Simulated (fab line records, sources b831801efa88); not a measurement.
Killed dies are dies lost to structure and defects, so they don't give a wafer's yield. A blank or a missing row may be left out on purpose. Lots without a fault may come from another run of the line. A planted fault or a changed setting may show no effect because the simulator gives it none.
Which tool did it? | flow sky130 | 12 lots, 36 wafers sampled, at 1 step of a route of 708

WHAT THE GAUGES READ, wafer by wafer
SKY_METAL5_RS_MEAS_05: measures by four-point-probe.
lot  | measured     | on            | METAL5_ALCU_RS (ohm/sq)
L386 | day 43 14:58 | film_metro-02 | 0.02666 0.02704 0.02745
L387 | day 43 22:13 | film_metro-04 | 0.02701 0.02716 0.02691
L389 | day 44 07:47 | film_metro-02 | 0.02679 0.02656 0.0267
L388 | day 44 09:19 | film_metro-04 | 0.02686 0.02713 0.02708
L390 | day 44 10:49 | film_metro-03 | 0.02692 0.02692 0.02678
L391 | day 44 15:28 | film_metro-03 | 0.02688 0.02686 0.02713
L397 | day 46 01:20 | film_metro-04 | 0.02692 0.02747 0.02732
L400 | day 46 20:35 | film_metro-02 | 0.0265 0.02676 0.02661
L403 | day 47 10:10 | film_metro-02 | 0.02711 0.02761 0.0273
L404 | day 47 15:47 | film_metro-02 | 0.02685 0.02704 0.02681
L406 | day 48 03:00 | film_metro-02 | 0.02701 0.02727 0.02712
L409 | day 48 21:55 | film_metro-04 | 0.0275 0.02695 0.02706

WHICH TOOL RAN EACH LOT (tool, then ch and the chambers of the sampled wafers, then the start)
The record holds no process step before these readings.

WHAT THE TOOLS THEMSELVES READ (means of the sampled wafers that have a number; where no wafer has one, the mark that the record gives instead)
The record holds no such reading with a usual standard deviation.

THE ANSWER, worked out from the rows above alone
Rule: what is usual is taken from the lots themselves. Put in order of their means at a reading, lots are off if they are a third of the lots or fewer, leave a main group of 4 or more, and stand apart from it by a gap of 3 or more times the standard deviation of the main group's means; of several such gaps the widest counts. A main group whose means are all the same, to the digits that the tables above print for the reading, isn't used. A lot without any number at a reading at which 4 lots or more have one is off too. The other lots that the step has rows for count as sound. The gauges are gone through in route order, then the tools' own readings, and for those a lot's mean is taken as printed above. The first step at which some lot is off is used, and at that step the reading that is off furthest; a lot without a number counts as furthest.
No lot is off at any reading shown: from this, nothing can be told.

WHAT THE SIMULATOR HAD PUT IN
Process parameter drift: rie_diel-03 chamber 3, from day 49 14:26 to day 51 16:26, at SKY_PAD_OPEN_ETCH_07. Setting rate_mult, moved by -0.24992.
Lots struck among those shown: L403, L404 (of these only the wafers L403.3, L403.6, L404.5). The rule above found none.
